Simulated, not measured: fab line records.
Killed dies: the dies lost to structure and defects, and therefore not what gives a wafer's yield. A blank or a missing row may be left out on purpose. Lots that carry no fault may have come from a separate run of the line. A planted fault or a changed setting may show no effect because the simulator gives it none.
The tool behind it: which one? | flow sky130 | 6 lots, 18 wafers sampled, at 2 steps of a route of 708

== WHAT THE GAUGES READ, wafer by wafer ==
SKY_CAP2M_RS_MEAS_03: a four-point-probe measurement.
lot  | measured     | on            | CAP2M_TIN_RS (ohm/sq)
L239 | day 40 00:07 | film_metro-03 | 6.90 6.88 6.83
L241 | day 40 13:19 | film_metro-01 | 6.99 6.94 6.98
L247 | day 42 15:25 | film_metro-03 | 6.93 6.94 6.97
L249 | day 43 04:56 | film_metro-03 | 6.78 6.79 6.79
L252 | day 43 18:59 | film_metro-03 | 6.87 6.84 6.86
L257 | day 45 00:14 | film_metro-01 | 6.85 6.84 6.92

== WHICH TOOL RAN EACH LOT (tool, then ch and the chambers of the sampled wafers, then the start) ==
lot  | SKY_VT_ADJUST_HVTP_STRIP_10
L239 | plasma_asher-03 ch 0,1, day 6 07:15
L241 | plasma_asher-03 ch 1, day 6 22:02
L247 | plasma_asher-03 ch 0,1, day 8 15:08
L249 | plasma_asher-01 ch 0,1, day 9 04:11
L252 | plasma_asher-03 ch 0,1, day 9 21:20
L257 | plasma_asher-03 ch 0,1, day 11 00:17
- SKY_VT_ADJUST_HVTP_STRIP_10: strips in O2/N2.

== THE ANSWER, worked out from the rows above alone ==
Rule: the lots themselves supply what counts as usual. The widest of any qualifying gaps counts: lots, ordered by their means at a reading, are off when they make up no more than a third of the lots, leave a main group of 4 or more, and stand apart from it by 3 or more times the standard deviation of that group's means. A main group whose means are all the same, to the digits that the tables above print for the reading, isn't used. A lot without any number at a reading at which 4 lots or more have one is off too. All remaining lots with rows at the step are treated as sound.
No lot is off on any of the readings shown, so nothing can be concluded from this.

== WHAT HAD BEEN PUT IN BY THE SIMULATOR ==
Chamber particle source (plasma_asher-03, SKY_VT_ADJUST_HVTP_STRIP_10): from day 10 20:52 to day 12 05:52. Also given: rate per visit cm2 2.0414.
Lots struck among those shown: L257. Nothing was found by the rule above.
